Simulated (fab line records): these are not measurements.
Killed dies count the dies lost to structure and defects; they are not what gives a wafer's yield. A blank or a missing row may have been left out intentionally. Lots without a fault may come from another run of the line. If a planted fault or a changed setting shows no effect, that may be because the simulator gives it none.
Which tool is to blame?	flow sky130	39 wafers from 13 lots sampled at 2 of the route's 708 steps

## WHAT THE GAUGES READ, wafer by wafer
SKY_CAPM_OVL_MEAS_12. Usual: for CAPM_OVL the level is 0.9 nm and the standard deviation is 1.3.
lot	measured	on	CAPM_OVL (nm)	flag
L154	day 38 20:32	overlay-02	1.0 2.0 -0.3	
L156	day 39 07:54	overlay-01	1.0 0.5 0.3	
L158	day 39 19:07	overlay-02	1.7 2.1 1.8	
L159	day 40 04:04	overlay-01	1.3 2.7 0.3	
L160	day 40 08:45	overlay-02	0.0 -0.2 1.3	
L161	day 40 17:41	overlay-02	3.1 1.3 1.4	
L163	day 41 01:31	overlay-02	-0.8 0.0 0.2	
L164	day 41 08:26	overlay-01	2.3 3.4 2.5	
L165	day 41 15:45	overlay-02	3.7 1.5 3.2	
L166	day 42 10:32	overlay-01	0.3 1.4 1.1	
L170	day 42 21:33	overlay-01	-0.6 0.7 -0.4	
L171	day 43 08:40	overlay-02	2.3 1.4 2.6	
L173	day 43 21:35	overlay-01	1.1 1.8 0.7	

SKY_METAL3_OVL_MEAS_14. Usual: for METAL3_OVL the level is -2 nm and the standard deviation is 5.
lot	measured	on	METAL3_OVL (nm)	flag
L154	day 39 22:40	overlay-01	0 -1 1	
L156	day 40 11:10	overlay-02	-3 -3 -1	
L158	day 40 22:17	overlay-02	2 -2 5	
L159	day 41 05:41	overlay-02	-4 -3 -9	
L160	day 41 10:46	overlay-01	2 -8 0	
L161	day 41 19:27	overlay-01	2 -1 9	
L163	day 42 03:07	overlay-02	-6 2 -9	
L164	day 42 09:31	overlay-02	-5 -6 -3	
L165	day 42 16:50	overlay-01	-3 -12 -10	
L166	day 43 11:18	overlay-02	7 -2 -3	
L170	day 43 22:21	overlay-02	-4 11 -1	
L171	day 44 08:16	overlay-02	-12 -1 -5	
L173	day 44 21:34	overlay-01	-1 7 -2	

## EACH LOT AND THE TOOL THAT RAN IT (in order: tool; ch and the chambers of the sampled wafers; start)
Record: no process step prior to these readings.

## AS READ BY THE TOOLS THEMSELVES (means over the sampled wafers that have a number; for cases with no such wafer, the mark the record gives instead)
The record holds no such reading with a usual standard deviation.

## THE ANSWER, worked out from the rows above alone
Rule: lot off if the mean of its wafers having a number is beyond 3 standard deviations from the usual mean. Also off: a lot with no number at a reading for which 4 or more lots have one. All remaining lots with rows at the step are treated as sound. Order of review: gauges by route order, followed by the tools' own readings, for which a lot's mean as printed above is used. At the first step where some lot is off, the reading lying furthest off is the one used; lots without a number count as furthest.
Across all readings shown, no lot is off: no conclusion can be drawn from this.

## WHAT THE SIMULATOR PUT IN
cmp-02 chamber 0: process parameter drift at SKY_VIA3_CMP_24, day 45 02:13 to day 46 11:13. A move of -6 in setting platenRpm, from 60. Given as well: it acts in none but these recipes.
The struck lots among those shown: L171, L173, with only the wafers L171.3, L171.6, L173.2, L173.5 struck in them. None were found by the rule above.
